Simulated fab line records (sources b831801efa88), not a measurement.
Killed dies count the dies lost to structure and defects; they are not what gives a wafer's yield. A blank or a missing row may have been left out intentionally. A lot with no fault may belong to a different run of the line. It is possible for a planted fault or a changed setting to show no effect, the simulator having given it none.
The tool behind it: which one?	flow gf180mcu	36 wafers from 12 lots sampled at 5 of the route's 602 steps

WHAT EACH GAUGE READ, for each wafer
GF_V4_THK_MEAS_03. Usual: for V4_CVD_02_THK the level is 850 nm and the standard deviation is 12.
lot	measured	on	V4_CVD_02_THK (nm)	flag
L922	day 23 17:51	filmMetro-01	850 855 884	
L923	day 24 06:47	filmMetro-01	851 850 864	
L924	day 24 13:22	filmMetro-03	858 845 860	
L925	day 25 04:14	filmMetro-03	871 858 876	
L926	day 25 10:33	filmMetro-03	824 824 852	
L927	day 25 23:29	filmMetro-02	866 872 866	
L928	day 26 07:41	filmMetro-03	853 850 855	
L929	day 27 01:02	filmMetro-01	825 832 853	
L935	day 28 06:53	filmMetro-01	839 860 851	
L936	day 28 14:23	filmMetro-03	821 838 843	
L944	day 30 19:04	filmMetro-03	843 836 856	
L945	day 31 01:05	filmMetro-01	840 856 852	

GF_TOP_METAL_CD_MEAS_14: target cd 440 nm. Usual: 439.8 nm for cdNm, sd 2.
lot	measured	on	cdNm (nm)	flag
L922	day 28 10:53	cdSem-02	442.8 441.7 441.7	
L923	day 28 21:58	cdSem-01	440.1 441.9 439.0	
L924	day 29 03:52	cdSem-02	438.4 439.6 436.1	
L925	day 29 15:54	cdSem-02	439.9 438.9 441.5	
L926	day 29 22:25	cdSem-01	440.4 440.0 438.9	
L927	day 30 08:04	cdSem-02	439.5 438.8 439.8	
L928	day 30 15:46	cdSem-01	439.9 440.7 441.0	
L929	day 31 07:25	cdSem-01	442.5 442.4 442.9	
L935	day 32 09:39	cdSem-01	372.8 348.2 373.5	OFF
L936	day 32 15:13	cdSem-01	376.6 344.9 421.6	OFF
L944	day 34 12:32	cdSem-01	440.2 441.4 441.8	
L945	day 34 17:53	cdSem-01	439.1 437.7 440.5	

WHICH TOOL RAN EACH LOT (tool, then ch and the chambers of the sampled wafers, then the start)
lot	GF_M3_SPUTTER_02	GF_M3_SPUTTER_03	GF_TOP_METAL_EXPOSE_11
L922	pvdSputter-02, day 20 13:34	pvdSputter-02, day 20 13:37	ilineStepper-01 ch 0, day 28 01:14
L923	pvdSputter-04, day 21 03:42	pvdSputter-04, day 21 03:44	ilineStepper-02 ch 0, day 28 12:14
L924	pvdSputter-04, day 21 11:25	pvdSputter-04, day 21 11:26	ilineStepper-01 ch 0, day 28 18:56
L925	pvdSputter-01, day 22 03:28	pvdSputter-01, day 22 03:29	ilineStepper-02 ch 0, day 29 06:41
L926	pvdSputter-01, day 22 10:04	pvdSputter-01, day 22 10:05	ilineStepper-02 ch 0, day 29 13:04
L927	pvdSputter-01, day 23 00:19	pvdSputter-01, day 23 00:20	ilineStepper-01 ch 0, day 29 23:08
L928	pvdSputter-01, day 23 09:48	pvdSputter-01, day 23 09:50	ilineStepper-01 ch 0, day 30 06:19
L929	pvdSputter-02, day 24 04:28	pvdSputter-02, day 24 04:29	ilineStepper-01 ch 0, day 30 22:49
L935	pvdSputter-04, day 25 11:16	pvdSputter-04, day 25 11:18	ilineStepper-02 ch 0, day 32 00:43
L936	pvdSputter-04, day 25 19:59	pvdSputter-04, day 25 20:01	ilineStepper-02 ch 0, day 32 07:34
L944	pvdSputter-02, day 28 05:10	pvdSputter-02, day 28 05:11	ilineStepper-01 ch 0, day 34 04:50
L945	pvdSputter-04, day 28 11:16	pvdSputter-04, day 28 11:17	ilineStepper-01 ch 0, day 34 10:37
- GF_M3_SPUTTER_02: material AlCu, target thk 450 nm, time 23.9 s.
- GF_M3_SPUTTER_03: material Ti, target thk 10 nm, time 6.7 s.
- GF_TOP_METAL_EXPOSE_11: exposes mask MetalTop, target cd 440 nm.

AS READ BY THE TOOLS THEMSELVES (means over the sampled wafers that have a number; for cases with no such wafer, the mark the record gives instead)
GF_M3_SPUTTER_02. Usual: 29.6 % for throttleValvePct, sd 1.4.
lot	tool	throttleValvePct (%)	flag
L922	pvdSputter-02	28.6	
L923	pvdSputter-04	29.7	
L924	pvdSputter-04	29.0	
L925	pvdSputter-01	29.5	
L926	pvdSputter-01	30.2	
L927	pvdSputter-01	29.5	
L928	pvdSputter-01	28.5	
L929	pvdSputter-02	29.2	
L935	pvdSputter-04	30.0	
L936	pvdSputter-04	30.1	
L944	pvdSputter-02	30.2	
L945	pvdSputter-04	29.4	

GF_M3_SPUTTER_03. Usual: 29.7 % for throttleValvePct, sd 1.4.
lot	tool	throttleValvePct (%)	flag
L922	pvdSputter-02	28.7	
L923	pvdSputter-04	29.8	
L924	pvdSputter-04	29.2	
L925	pvdSputter-01	29.7	
L926	pvdSputter-01	30.4	
L927	pvdSputter-01	29.5	
L928	pvdSputter-01	28.9	
L929	pvdSputter-02	29.2	
L935	pvdSputter-04	30.2	
L936	pvdSputter-04	29.9	
L944	pvdSputter-02	30.3	
L945	pvdSputter-04	29.4	

GF_TOP_METAL_EXPOSE_11. Usual: 22.98 C for reticleTempC, sd 0.096.
lot	tool	reticleTempC (C)	flag
L922	ilineStepper-01	22.86	
L923	ilineStepper-02	22.80	
L924	ilineStepper-01	22.99	
L925	ilineStepper-02	22.93	
L926	ilineStepper-02	22.99	
L927	ilineStepper-01	23.01	
L928	ilineStepper-01	23.05	
L929	ilineStepper-01	23.03	
L935	ilineStepper-02	23.05	
L936	ilineStepper-02	22.94	
L944	ilineStepper-01	22.93	
L945	ilineStepper-01	23.06	

THE ANSWER, worked out from the rows above alone
Rule: a lot is off if the mean of its wafers that have a number lies more than 3 standard deviations from the usual mean. A lot without any number at a reading at which 4 lots or more have one is off too. All remaining lots with rows at the step are treated as sound. First the gauges in route order, then the tools' own readings, where a lot's mean is used as printed above. At the first step where some lot is off, the reading lying furthest off is the one used; lots without a number count as furthest.
Off: L935, L936 (GF_TOP_METAL_CD_MEAS_14, cdNm).
A tool fits if, at a process step before that reading, it ran every lot that is off, and no sound lot after the first of them. Gauges at GF_TOP_METAL_CD_MEAS_14: tried the same way as those tools. One fits: ilineStepper-02 at GF_TOP_METAL_EXPOSE_11. Its last sound lot is L926 (day 29 13:04), its first lot that is off L935 (day 32 00:43): a fault that began between those two fits.

WHAT THE SIMULATOR HAD PUT IN
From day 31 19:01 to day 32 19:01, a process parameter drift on ilineStepper-02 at GF_TOP_METAL_EXPOSE_11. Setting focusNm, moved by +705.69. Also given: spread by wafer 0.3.
Lots struck among those shown: L935, L936. The rule above found the same.
